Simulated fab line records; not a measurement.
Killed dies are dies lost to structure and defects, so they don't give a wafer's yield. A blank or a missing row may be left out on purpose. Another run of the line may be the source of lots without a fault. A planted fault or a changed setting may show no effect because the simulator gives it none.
2 desks looking at one fault || flow sky130 || numbers are kept per desk, each desk with only its own; the story behind them comes last

THE METROLOGY DESK
What the gauges read, lot by lot, whatever tool the lot ran on: means of the sampled wafers that have a number. The brackets show how far a lot's mean lies from the usual mean; more than 4 standard deviations puts the lot out of limits, marked OUT.
Columns: A = METAL2_ALCU_RS at SKY_METAL2_RS_MEAS_05, usual 0.1272 ohm/sq; B = VIA2_OVL at SKY_VIA2_OVL_MEAS_13, usual -2 nm
{"lot": "L326", "first seen here": "day 34 13:52", "A": 0.1287, "B": -3}
{"lot": "L328", "first seen here": "day 34 19:50", "A": 0.1272, "B": -11}
{"lot": "L329", "first seen here": "day 35 14:37", "A": 0.1289, "B": -10}
{"lot": "L330", "first seen here": "day 35 15:13", "A": 0.1268, "B": -0}
{"lot": "L335", "first seen here": "day 37 02:44", "A": 0.1269, "B": -3}
{"lot": "L337", "first seen here": "day 37 23:47", "A": 0.1273, "B": 3}
{"lot": "L338", "first seen here": "day 38 03:39", "A": 0.1273, "B": -4}
{"lot": "L339", "first seen here": "day 38 12:29", "A": 0.1265, "B": -1}
{"lot": "L341", "first seen here": "day 39 14:56", "A": 0.1267, "B": 3}
{"lot": "L343", "first seen here": "day 39 20:16", "A": 0.1258, "B": 2}
{"lot": "L342", "first seen here": "day 40 11:50", "A": 0.1277, "B": 2}
Finding of this desk: none of the 11 lots has anything out of limits.

THE TOOL OWNER'S DESK: rie metal-03
The tool's own readings at SKY_METAL2_ETCH_18 (etches BARC in N2/H2, stops on SiO2, time 45.9 s, target depth 60 nm): means of the sampled wafers that have a number, for each lot that ran on this tool. The brackets show how far a lot's mean lies from the usual mean; more than 4 standard deviations puts the lot out of limits, marked OUT.
Columns: A = drypump motor current A at SKY_METAL2_ETCH_18, usual 5.5 A; B = oes product au at SKY_METAL2_ETCH_18, usual 0.854 a.u.; C = throttle valve pct at SKY_METAL2_ETCH_18, usual 13.225 %
{"lot": "L328", "first seen here": "day 35 21:47", "A": 5.3, "B": 0.855, "C": 13.237}
{"lot": "L330", "first seen here": "day 36 17:36", "A": 5.0, "B": 0.849, "C": 13.220}
{"lot": "L339", "first seen here": "day 39 13:50", "A": 5.0, "B": 0.856, "C": 13.222}
{"lot": "L341", "first seen here": "day 40 15:25", "A": 5.0, "B": 0.853, "C": 13.230}
{"lot": "L343", "first seen here": "day 40 21:22", "A": 5.3, "B": 0.851, "C": 13.227}
Finding of this desk: none of the 5 lots has anything out of limits.

ALL TOGETHER
The metrology desk saw nothing out of limits.
The tool owner's desk saw nothing out of limits.

WHAT THE SIMULATOR HAD PUT IN
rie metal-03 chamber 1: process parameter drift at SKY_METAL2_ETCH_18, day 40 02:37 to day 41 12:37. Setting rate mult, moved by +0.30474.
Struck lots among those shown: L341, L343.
